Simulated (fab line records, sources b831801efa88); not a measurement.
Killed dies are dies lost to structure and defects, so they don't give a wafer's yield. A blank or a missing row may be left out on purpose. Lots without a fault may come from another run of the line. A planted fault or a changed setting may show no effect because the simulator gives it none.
One fault seen from 2 desks | flow sky130 | each desk has only its own numbers; what lay behind them comes last

THE METROLOGY DESK
What the gauges read, lot by lot, whatever tool the lot ran on: means of the sampled wafers that have a number. A lot is out of limits, marked OUT, if its mean lies more than 4 standard deviations from the usual mean; the brackets give that distance.
Columns: A = CAP2M_CVD_00_THK at SKY_CAP2M_THK_MEAS_01, usual 15.56 nm
lot  | first seen here | A
L570 | day 39 04:54    | 15.28
L571 | day 40 02:31    | 15.46
L572 | day 40 19:33    | 15.73
L574 | day 40 21:40    | 15.48
L575 | day 41 20:20    | 15.56
L576 | day 42 10:27    | 15.75
L577 | day 42 14:59    | 15.55
L583 | day 44 05:44    | 15.37
L587 | day 44 15:05    | 15.51
L589 | day 45 04:02    | 15.54
L590 | day 45 13:14    | 15.45
L592 | day 45 17:47    | 15.59
This desk's finding: nothing out of limits on any of the 12 lots.

THE TOOL OWNER'S DESK: cvd_w-01
The tool's own readings at SKY_VIA4_CVD_18 (deposits W, target thk 505 nm, time 152.14 s): means of the sampled wafers that have a number, for each lot that ran on this tool. A lot is out of limits, marked OUT, if its mean lies more than 4 standard deviations from the usual mean; the brackets give that distance.
Columns: A = chamber_pressure_Torr at SKY_VIA4_CVD_18, usual 39.99 Torr; B = heater_power_w at SKY_VIA4_CVD_18, usual 914 W
lot  | first seen here | A               | B
L571 | day 43 04:38    | 39.94           | 917
L574 | day 43 20:53    | 40.00           | 929
L577 | day 45 12:24    | 40.02           | 914
L583 | day 46 22:35    | 41.73 (+17) OUT | 876
L587 | day 47 08:54    | 41.64 (+16) OUT | 937
This desk's finding: out of limits on L583, L587; first on L583, day 46 22:35 (chamber_pressure_Torr at SKY_VIA4_CVD_18). In limits: L571, L574, L577.

PUT TOGETHER
The tool owner's desk could have raised an alarm at day 46 22:35, on L583, L587.
The metrology desk saw nothing out of limits.
The metrology desk has L583, L587 on record, within its limits.
Of the lots named, all ran SKY_VIA4_CVD_18 on cvd_w-01.

WHAT THE SIMULATOR HAD PUT IN
Process parameter drift: cvd_w-01, from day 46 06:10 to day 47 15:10, at SKY_VIA4_CVD_18. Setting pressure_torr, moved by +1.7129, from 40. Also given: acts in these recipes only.
Lots struck among those shown: L583, L587.
Hours from the fault's start to each desk's first reading out of limits: the tool owner's desk, 16.
